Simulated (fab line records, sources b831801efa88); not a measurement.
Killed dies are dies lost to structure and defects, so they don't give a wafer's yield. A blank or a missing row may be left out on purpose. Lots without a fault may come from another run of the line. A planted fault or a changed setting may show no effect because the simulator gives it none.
Problem report in the 8D (eight disciplines) form, filled by code | flow sfq_line | the parts of the form that need people (team, actions taken, sign-off) are left out

1. THE PROBLEM
rf_fwd_power_W at SFQ_TRILAYER_C5_ETCH_VIA_ETCH_154 reads a mean of 412.9 W on 2 wafers of 2 lots; wafers without a fault read 495.4 W with a standard deviation of 2.1. That is -39 standard deviations from the usual mean.
The step: etches SiO2 in CHF3, stops on Nb, target depth 84 nm.
First seen on wafer L305.1, day 80 02:27, on rie_diel-04. The record holds 42 wafers of 14 lots with a number at this step. Rule for "out", or "out of limits": more than 4 standard deviations from the usual mean. The other wafers with a number count as sound.

2. WHAT IT IS AND WHAT IT IS NOT
question                    | is                | is not
which readings at this step | rf_fwd_power_W    | drypump_motor_current_A
which lots                  | L305, L306        | L293, L294, L295, L296, L297, L310, L311, L312, L313, L314, L315, L316
which wafers of those lots  | L305.1, L306.4    | L305.2, L305.4, L306.3, L306.5
read on which tools         | rie_diel-04       | rie_diel-01, rie_diel-02
when                        | from day 80 02:27 | up to then (17 sound wafers); but 23 sound wafers of L306, L310, L311, L312, L313, L314, L315, L316 came after

3. SUSPECTS, AND WHAT RULES EACH OUT
Counting: a tool at a process step up to the reading stays a suspect if it ran every lot that is out. Sound lots after the first of them don't rule it out here, since some wafers of a struck lot are sound.
- rie_diel-04 at SFQ_TRILAYER_C5_ETCH_VIA_ETCH_154 (etches SiO2 in CHF3, stops on Nb, target depth 84 nm): kept. It ran every lot that is out, first L305 (day 80 02:27); its last sound lot up to then is L296 (day 77 08:50). Its own readings are out on those wafers: rf_fwd_power_W.
- Within rie_diel-04 at SFQ_TRILAYER_C5_ETCH_VIA_ETCH_154: the wafers that are out ran in chamber 2; their sound lot-mates ran in chambers 0, 1, 3.
Left after counting: rie_diel-04 at SFQ_TRILAYER_C5_ETCH_VIA_ETCH_154.

4. THE CAUSE (what the simulator had put in)
Process parameter drift: rie_diel-04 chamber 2, from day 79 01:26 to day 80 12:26, at SFQ_TRILAYER_C5_ETCH_VIA_ETCH_154. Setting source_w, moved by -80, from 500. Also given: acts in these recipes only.
Counting left only this tool.

5. THE CHAIN OF EFFECTS, in route order
Each row: a reading whose mean over the struck wafers that have a number lies more than 3 standard deviations from the usual. Only readings for which the record gives a usual standard deviation are gone through. hours: the time from each lot's start at the first step in this table that gives one to its start at this step, as a median over the lots. sigmas: the change in usual standard deviations.
hours | step                              | reading        | usual   | on struck wafers | change | sigmas
0     | SFQ_TRILAYER_C5_ETCH_VIA_ETCH_154 | rf_fwd_power_W | 495.4 W | 412.9            | -82.5  | -39
The process steps in it:
- SFQ_TRILAYER_C5_ETCH_VIA_ETCH_154: etches SiO2 in CHF3, stops on Nb, target depth 84 nm.

6. WHAT WOULD HAVE CAUGHT IT SOONER
In this record the first reading out of limits was taken at day 80 02:27, 25 hours after the fault began at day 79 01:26.
